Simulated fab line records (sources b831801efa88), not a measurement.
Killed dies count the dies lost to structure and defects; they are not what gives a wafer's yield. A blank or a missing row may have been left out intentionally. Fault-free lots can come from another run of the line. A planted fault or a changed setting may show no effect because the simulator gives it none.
fab line records ; flow gf180mcu ; part 2 of 2: steps 27 to 35 of 35
[record] lots = 5; wafers = 15; lastDay = 33
route steps=602 shown V2@392 M3@409
lots that met no fault: taken from a fault-free run of the same line
startH: hours from the record's first day to the start of the lot's first wafer shown ; waitH: time in hours since the lot's previous step ; " same as the row above ; L1.1+2: one row covering several wafers at once ; - no value present, or no start provided ; * or withheld: withheld ; < > ~ a bound
route shown NAME@n: names a module that has steps shown in the file, with the first one's number in the route ; usual: the fault-free wafers' mean and standard deviation ; same: alike in all rows ; chamber/n: place in a boat ; sites: the reading at each site ; _std_site: how widely they spread, as a standard deviation ; _edge_site: outer sites' mean less inner sites' ; radiusMm: for every site, how far away it sits from the centre of the wafer ; mask NAME#n: copy n ; behind: tool/chamber where the wafer was last shaped ; hold: why the lot went on hold/how many hours it stayed there/how the hold came to an end ; device: the n, p or np transistor that did not switch ; end of line: tests of these same wafers at the route's end ; step lacking rows: just its recipe ; killed: at the first sort, the dies lost to defects and structure; wafer yield is something else ; map: per-die view of a wafer (x killed, . not killed, _ where there is no die)
set.NAME: the run value of the setting; set.NAME@STEP: its run value at that earlier step ; model.NAME: the simulator's own value behind a step, which no gauge read
a table for each step, a row for each wafer; lots at some steps of the route
services: a tool's chamber out of use, with start hour (startH, from the record's first day; less than 0 if before it), hours out, and reason
[[steps]]
[step GF_M3_COAT_09]
[recipe] resist = KrF; spinRpm = withheld; resistThkNm = 1000
lot.wafer;tool;chamber;startH;waitH
L075.1+4+5;lithoTrack-01;0;487.37;0.1
L076.2+4+6;lithoTrack-01;0;496.45;0.1
L081.2+5+6;lithoTrack-04;0;537.53;0.1
L086.1+3+4;lithoTrack-04;0;583.01;0.1
L092.1+3+5;lithoTrack-03;0;623.23;0.1
[step GF_M3_SOFTBAKE_10]
[recipe] tempC = 130; timeS = 60; resist = KrF
[usual] heaterPowerTotalW = 93.05/0.064
lot.wafer;tool;chamber;startH;waitH;heaterPowerTotalW
L075.1;lithoTrack-01;0;487.52;0.1;93.16
L075.4;lithoTrack-01;0;487.52;0.1;92.97
L075.5;lithoTrack-01;0;487.52;0.1;93.07
L076.2;lithoTrack-01;0;496.60;0.1;93.02
L076.4;lithoTrack-01;0;496.60;0.1;93.04
L076.6;lithoTrack-01;0;496.60;0.1;92.88
L081.2;lithoTrack-04;0;537.68;0.1;93.09
L081.5;lithoTrack-04;0;537.68;0.1;93.07
L081.6;lithoTrack-04;0;537.68;0.1;93.03
L086.1;lithoTrack-04;0;583.16;0.1;93.01
L086.3;lithoTrack-04;0;583.16;0.1;93.03
L086.4;lithoTrack-04;0;583.16;0.1;92.90
L092.1;lithoTrack-03;0;623.38;0.1;92.95
L092.3;lithoTrack-03;0;623.38;0.1;93.07
L092.5;lithoTrack-03;0;623.38;0.1;93.09
[step GF_M3_EXPOSE_11]
[recipe] maskId = Metal3; targetCdNm = 280; na = 0.68; sourceShape = conventional; sigmaOuter = 0.6; doseMj = 28
lot.wafer;tool;chamber;startH;waitH;mask
L075.1+4+5;krfScanner-01;0;-;-;Metal3#0
L076.2+4+6;krfScanner-02;0;-;-;Metal3#0
L081.2+5+6;krfScanner-01;0;-;-;Metal3#0
L086.1+3+4;krfScanner-02;0;-;-;Metal3#0
L092.1+3+5;krfScanner-02;0;-;-;Metal3#0
[step GF_M3_PEB_12]
[recipe] pebTempC = 135; pebTimeS = 90; resist = KrF
[usual] heaterPowerTotalW = 85.70/0.079
lot.wafer;tool;chamber;startH;waitH;heaterPowerTotalW
L075.1;lithoTrack-01;0;-;-;85.58
L075.4;lithoTrack-01;0;-;-;85.64
L075.5;lithoTrack-01;0;-;-;85.67
L076.2;lithoTrack-04;0;-;-;85.84
L076.4;lithoTrack-04;0;-;-;85.66
L076.6;lithoTrack-04;0;-;-;85.67
L081.2;lithoTrack-01;0;-;-;85.68
L081.5;lithoTrack-01;0;-;-;85.58
L081.6;lithoTrack-01;0;-;-;85.65
L086.1;lithoTrack-03;0;-;-;85.78
L086.3;lithoTrack-03;0;-;-;85.59
L086.4;lithoTrack-03;0;-;-;85.63
L092.1;lithoTrack-03;0;-;-;85.74
L092.3;lithoTrack-03;0;-;-;85.67
L092.5;lithoTrack-03;0;-;-;85.65
[step GF_M3_DEVELOP_13]
[recipe] developTimeS = 60; devTempC = 21
[usual] developerTempC = 20.98/0.11
lot.wafer;tool;chamber;startH;waitH;developerTempC
L075.1;lithoTrack-01;0;498.97;0.2;20.97
L075.4;lithoTrack-01;0;498.97;0.2;20.88
L075.5;lithoTrack-01;0;498.97;0.2;21.04
L076.2;lithoTrack-04;0;508.03;0.2;20.97
L076.4;lithoTrack-04;0;508.03;0.2;21.14
L076.6;lithoTrack-04;0;508.03;0.2;20.88
L081.2;lithoTrack-01;0;548.35;0.2;21.09
L081.5;lithoTrack-01;0;548.35;0.2;21.15
L081.6;lithoTrack-01;0;548.35;0.2;21.07
L086.1;lithoTrack-03;0;593.28;0.2;20.87
L086.3;lithoTrack-03;0;593.28;0.2;20.83
L086.4;lithoTrack-03;0;593.28;0.2;20.86
L092.1;lithoTrack-03;0;633.68;0.2;20.89
L092.3;lithoTrack-03;0;633.68;0.2;20.93
L092.5;lithoTrack-03;0;633.68;0.2;20.91
[step GF_M3_CD_MEAS_14]
[recipe] targetCdNm = 280
[usual] cdNm = 279.6/0.98
lot.wafer;tool;chamber;startH;waitH;cdNm
L075.1;cdSem-01;-;499.12;0.1;280.8
L075.4;cdSem-01;-;499.12;0.1;279.5
L075.5;cdSem-01;-;499.12;0.1;279.9
L076.2;cdSem-01;-;508.18;0.1;278.9
L076.4;cdSem-01;-;508.18;0.1;279.4
L076.6;cdSem-01;-;508.18;0.1;279.7
L081.2;cdSem-02;-;548.49;0.1;281.7
L081.5;cdSem-02;-;548.49;0.1;280.1
L081.6;cdSem-02;-;548.49;0.1;281.0
L086.1;cdSem-01;-;593.43;0.1;280.4
L086.3;cdSem-01;-;593.43;0.1;279.7
L086.4;cdSem-01;-;593.43;0.1;279.3
L092.1;cdSem-02;-;633.83;0.1;279.0
L092.3;cdSem-02;-;633.83;0.1;280.2
L092.5;cdSem-02;-;633.83;0.1;280.6
[step GF_M3_OVL_MEAS_15]
[usual] M3_OVL = 5/5.9
lot.wafer;tool;chamber;startH;waitH;M3_OVL[nm]
L075.1;overlay-01;-;499.24;0.1;-2
L075.4;overlay-01;-;499.24;0.1;8
L075.5;overlay-01;-;499.24;0.1;0
L076.2;overlay-02;-;508.29;0.1;-3
L076.4;overlay-02;-;508.29;0.1;-1
L076.6;overlay-02;-;508.29;0.1;5
L081.2;overlay-01;-;548.60;0.1;12
L081.5;overlay-01;-;548.60;0.1;2
L081.6;overlay-01;-;548.60;0.1;4
L086.1;overlay-02;-;593.55;0.1;5
L086.3;overlay-02;-;593.55;0.1;3
L086.4;overlay-02;-;593.55;0.1;9
L092.1;overlay-01;-;633.95;0.1;14
L092.3;overlay-01;-;633.95;0.1;13
L092.5;overlay-01;-;633.95;0.1;12
[step GF_M3_METAL_ETCH_16]
[recipe] chemistry = Cl2/BCl3; maskMaterial = KrF; targetDepthNm = 627.5; stopOn = SiO2; pressureMtorr = 8; icpW = 800; biasW = 140; Cl2_flow_sccm = 80; bcl3FlowSccm = 40; timeS = 104.6
[usual] drypumpMotorCurrentA = 5.8/0.35; oesProductAu = 0.973/0.0062; throttleValvePct = 28.248/0.01
lot.wafer;tool;chamber;startH;waitH;drypumpMotorCurrentA;oesProductAu;rfHoursCounterH;throttleValvePct
L075.1;rieMetal-04;1;499.28;0.0;5.5;0.984;7;28.239
L075.4;rieMetal-04;1;499.28;0.0;5.5;0.971;-;28.254
L075.5;rieMetal-04;0;499.28;0.0;5.7;0.980;-;28.240
L076.2;rieMetal-01;1;508.32;0.0;5.1;0.969;10;28.247
L076.4;rieMetal-01;0;508.32;0.0;6.3;0.971;-;28.251
L076.6;rieMetal-01;1;508.32;0.0;5.1;0.967;-;28.249
L081.2;rieMetal-02;0;548.67;0.1;5.7;0.978;-;28.247
L081.5;rieMetal-02;0;548.67;0.1;5.7;0.979;-;28.235
L081.6;rieMetal-02;0;548.67;0.1;5.7;0.973;-;28.254
L086.1;rieMetal-02;1;593.59;0.0;6.2;0.959;1;28.258
L086.3;rieMetal-02;0;593.59;0.0;5.7;0.968;-;28.259
L086.4;rieMetal-02;1;593.59;0.0;6.2;0.962;-;28.264
L092.1;rieMetal-02;0;633.99;0.0;5.7;0.970;7;28.250
L092.3;rieMetal-02;1;633.99;0.0;6.3;0.971;-;28.236
L092.5;rieMetal-02;1;633.99;0.0;6.2;0.973;-;28.245
[step GF_M3_STRIP_17]
[recipe] chemistry = O2/N2; powerW = 1400; pressureMtorr = 1500; platenTempC = 250; o2FlowSccm = 3000; n2FlowSccm = 300; overashFraction = 0.5
[usual] drypumpMotorCurrentA = 5.6/0.37; heaterPowerW = 333/17; o2FlowSccm = 3001/9; oesProductAu = 0.557/0.0046; stripTimeToEndpointS = 7.85/0.037
lot.wafer;tool;chamber;startH;waitH;drypumpMotorCurrentA;heaterPowerW;o2FlowSccm;oesProductAu;rfHoursCounterH;stripTimeToEndpointS
L075.1;plasmaAsher-02;1;499.39;0.1;6.0;316;3002;0.556;43;7.79
L075.4;plasmaAsher-02;0;499.39;0.1;5.4;320;2998;0.558;-;7.79
L075.5;plasmaAsher-02;0;499.39;0.1;5.4;326;3017;0.544;-;7.75
L076.2;plasmaAsher-01;1;508.46;0.1;5.1;370;2995;0.552;9;7.85
L076.4;plasmaAsher-01;0;508.46;0.1;5.2;330;2993;0.552;-;7.79
L076.6;plasmaAsher-01;1;508.46;0.1;5.1;371;2999;0.562;-;7.87
L081.2;plasmaAsher-01;1;548.85;0.1;5.1;362;3013;0.561;13;7.83
L081.5;plasmaAsher-01;0;548.85;0.1;5.2;337;2996;0.567;-;7.89
L081.6;plasmaAsher-01;1;548.85;0.1;5.1;361;3015;0.565;-;7.86
L086.1;plasmaAsher-02;1;593.70;0.1;6.0;320;3008;0.557;53;7.90
L086.3;plasmaAsher-02;0;593.70;0.1;5.4;314;3001;0.561;-;7.87
L086.4;plasmaAsher-02;1;593.70;0.1;6.0;321;2995;0.555;-;7.88
L092.1;plasmaAsher-02;0;634.10;0.1;5.5;326;2999;0.558;57;7.86
L092.3;plasmaAsher-02;0;634.10;0.1;5.4;329;2995;0.567;-;7.85
L092.5;plasmaAsher-02;1;634.10;0.1;6.0;315;2999;0.561;-;7.88
[[services]]
tool;chamber;startH;hours;kind
cmp-01;-;447.14;1.3;repair
krfScanner-02;-;452.54;1.0;pm
rieDiel-01;-;452.65;0.4;repair
krfScanner-02;-;455.12;0.8;pm
rieDiel-01;2;461.45;5.3;repair
krfScanner-01;-;472.95;0.7;repair
krfScanner-02;-;473.61;1.3;pm
krfScanner-01;-;488.91;1.0;pm
rieDiel-03;2;495.88;2.0;repair
krfScanner-02;-;505.15;4.0;pm
pvdSputter-02;-;507.08;2.2;repair
krfScanner-02;-;511.16;2.2;repair
krfScanner-02;-;512.94;0.3;repair
cmp-01;-;520.70;0.4;repair
krfScanner-02;-;539.23;0.4;repair
plasmaAsher-02;-;540.48;2.8;pm
pvdSputter-04;-;546.64;8.8;repair
krfScanner-02;-;551.14;1.6;repair
rieDiel-01;0;554.24;3.2;repair
pvdSputter-03;-;566.60;1.1;repair
krfScanner-01;-;589.22;1.3;pm
pvdSputter-03;-;609.95;7.4;repair
pvdSputter-03;-;614.79;6.3;repair
wetBench-03;-;629.36;10.3;repair
